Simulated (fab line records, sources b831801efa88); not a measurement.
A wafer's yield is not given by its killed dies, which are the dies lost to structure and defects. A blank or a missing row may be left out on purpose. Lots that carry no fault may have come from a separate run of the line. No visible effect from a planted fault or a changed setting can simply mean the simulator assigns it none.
Comparing a struck lot with a sound one / flow gf180mcu / 43 out of 602 route steps
Sound: the wafers L824.2, L824.3, L824.5. The struck wafers were L838.2, L838.3, L838.4. At the end, the cause is stated.
For every step that has rows: the tool of each side, followed by ch and its chambers, followed by its first start. Under that, the readings that differ: sound wafers / struck wafers / difference of the means / sigmas: that difference in standard deviations of wafers without a fault.
alike: readings whose means differ by less than 2 such deviations, and words and numbers that are the same on both sides. not compared: withheld readings, readings that some wafer has no value for, bounds like >300 that may hide the same value, and numbers for which the record gives no deviation and whose values overlap.
Wherever a step has rows on one side only, a row that says differs or no value, or a row with sigmas, the two part there. Numbers that have no deviation but don't overlap get no sigmas and don't part them. A reading missing from all wafers of one side parts the sides only when that side holds two or more wafers.

first, 5 steps without rows for these wafers: GF_V2_STRIP_19 (strips in post etch residue remover, time 1200 s); GF_V2_CLEAN_20 (cleans in DIW); GF_V2_SPUTTER_21 (material Ti, target thk 15 nm, time 80.02 s); GF_V2_SPUTTER_22 (material TiN, target thk 10 nm, time 40 s); GF_V2_CVD_23 (deposits W, target thk 350 nm, time 104.94 s).
GF_V2_RS_MEAS_24: measures by four-point-probe.
  sound: film_metro-01 at day 21 19:59; struck: film_metro-04 at day 26 12:41
  alike: V2_W_RS
GF_V2_THK_MEAS_25: measures by xrf.
  sound: film_metro-01 at day 21 20:05; struck: film_metro-04 at day 26 12:47
  alike: V2_W_THK
then, 1 step without rows for these wafers: GF_V2_CMP_26 (polishes, stops on SiO2, t overpolish 15 s, target thk 0 nm).
GF_M3_SPUTTER_00: material Ti, target thk 37.5 nm, time 150 s.
  sound: pvd_sputter-02 at day 21 20:26; struck: pvd_sputter-02 at day 26 13:10
  alike: chamber_pressure_pa, throttle_valve_pct
GF_M3_SPUTTER_01: material TiN, target thk 30 nm, time 25 s.
  sound: pvd_sputter-02 at day 21 20:32; struck: pvd_sputter-02 at day 26 13:16
  alike: chamber_pressure_pa, throttle_valve_pct
GF_M3_SPUTTER_02: material AlCu, target thk 450 nm, time 23.9 s.
  sound: pvd_sputter-02 at day 21 20:34; struck: pvd_sputter-02 at day 26 13:17
  alike: chamber_pressure_pa, throttle_valve_pct
GF_M3_SPUTTER_03: material Ti, target thk 10 nm, time 6.7 s.
  sound: pvd_sputter-02 at day 21 20:36; struck: pvd_sputter-02 at day 26 13:19
  alike: chamber_pressure_pa, throttle_valve_pct
GF_M3_SPUTTER_04: material TiN, target thk 50 nm, time 41.7 s.
  sound: pvd_sputter-02 at day 21 20:37; struck: pvd_sputter-02 at day 26 13:20
reading=chamber_pressure_pa (Pa); sound=0.4009 0.3981 0.4004; struck=0.3578 0.3565 0.3570; difference=-0.0427; sigmas=-53
reading=model.TiN_of_M3_SPUTTER_04.thk_nm (nm); sound=50.47 50.89 50.58; struck=51.2 51 51.67; difference=+0.6; sigmas=
  alike: throttle_valve_pct
GF_M3_RS_MEAS_05: measures by four-point-probe.
  sound: film_metro-01 at day 21 20:41; struck: film_metro-03 at day 26 13:24
  alike: M3_ALCU_RS
GF_M3_THK_MEAS_06: measures by xrf.
  sound: film_metro-01 at day 21 20:47; struck: film_metro-03 at day 26 13:31
  alike: M3_ALCU_THK
then, 7 steps without rows for these wafers: GF_M3_DEHYDRATE_07 (time 60 s); GF_M3_HMDS_08 (prime time 60 s); GF_M3_COAT_09 (resist thk 1000 nm); GF_M3_SOFTBAKE_10 (time 60 s); GF_M3_EXPOSE_11 (exposes mask Metal3, target cd 280 nm); GF_M3_PEB_12 (peb time 90 s); GF_M3_DEVELOP_13 (develop time 60 s).
GF_M3_CD_MEAS_14: the cd target is 280 nm.
  sound: cd_sem-02 at day 22 19:59; struck: cd_sem-01 at day 27 09:33
  alike: cd_nm
GF_M3_OVL_MEAS_15:
  sound: overlay-01 at day 22 20:05; struck: overlay-01 at day 27 09:39
  alike: M3_OVL
then, 5 steps without rows for these wafers: GF_M3_METAL_ETCH_16 (etches the open film in Cl2/BCl3, stops on SiO2, target depth 627.5 nm, time 104.6 s); GF_M3_STRIP_17 (strips in O2/N2); GF_M3_STRIP_18 (strips in post etch residue remover, time 1200 s); GF_M3_CLEAN_19 (cleans in DIW); GF_V3_CVD_00 (deposits SiO2, target thk 600 nm, time 100 s).
GF_V3_THK_MEAS_01:
  sound: film_metro-02 at day 22 20:53; struck: film_metro-03 at day 27 10:30
  alike: V3_CVD_00_THK
GF_V3_CVD_02: deposits SiO2 from TEOS, target thk 850 nm, time 94.851 s.
  sound on pecvd-01 ch 1,2, day 22 20:56; struck on pecvd-02 ch 0,1, day 27 10:33
  alike: heater_power_w
GF_V3_THK_MEAS_03:
  sound: film_metro-01 at day 22 21:01; struck: film_metro-02 at day 27 10:38
  alike: V3_CVD_02_THK
then, 1 step without rows for these wafers: GF_V3_CMP_04 (polishes SiO2).
GF_V3_BOW_MEAS_05:
  sound: film_metro-03 at day 22 21:23; struck: film_metro-03 at day 27 11:20
  alike: V3_BOW
then, 8 steps without rows for these wafers: GF_V3_DEHYDRATE_06 (time 60 s); GF_V3_HMDS_07 (prime time 60 s); GF_V3_COAT_08; GF_V3_COAT_09 (resist thk 1000 nm); GF_V3_SOFTBAKE_10 (time 60 s); GF_V3_EXPOSE_11 (exposes mask Via3, target cd 260 nm); GF_V3_PEB_12 (peb time 90 s); GF_V3_DEVELOP_13 (develop time 60 s).
GF_V3_STRIP_19: strips in post etch residue remover, time 1200 s.
  sound on wet_bench-01 ch 3, day 23 20:14; struck on wet_bench-03 ch 0, day 28 07:53
reading=model.TiN_of_M3_SPUTTER_04.thk_nm (nm); sound=49.65 50.06 49.75; struck=50.34 50.14 50.81; difference=+0.61; sigmas=

WHERE THEY PART
At GF_M3_SPUTTER_04 and nowhere else, as far as this record goes. Later steps at which nothing parts them and some readings are alike: GF_M3_RS_MEAS_05, GF_M3_THK_MEAS_06, GF_M3_CD_MEAS_14, GF_M3_OVL_MEAS_15, GF_V3_THK_MEAS_01, GF_V3_CVD_02, GF_V3_THK_MEAS_03, GF_V3_BOW_MEAS_05.

WHY: the cause the simulator had injected
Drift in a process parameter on pvd_sputter-02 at GF_M3_SPUTTER_04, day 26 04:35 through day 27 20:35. Setting chamber_pressure_pa, moved by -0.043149, from 0.4. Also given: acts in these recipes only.
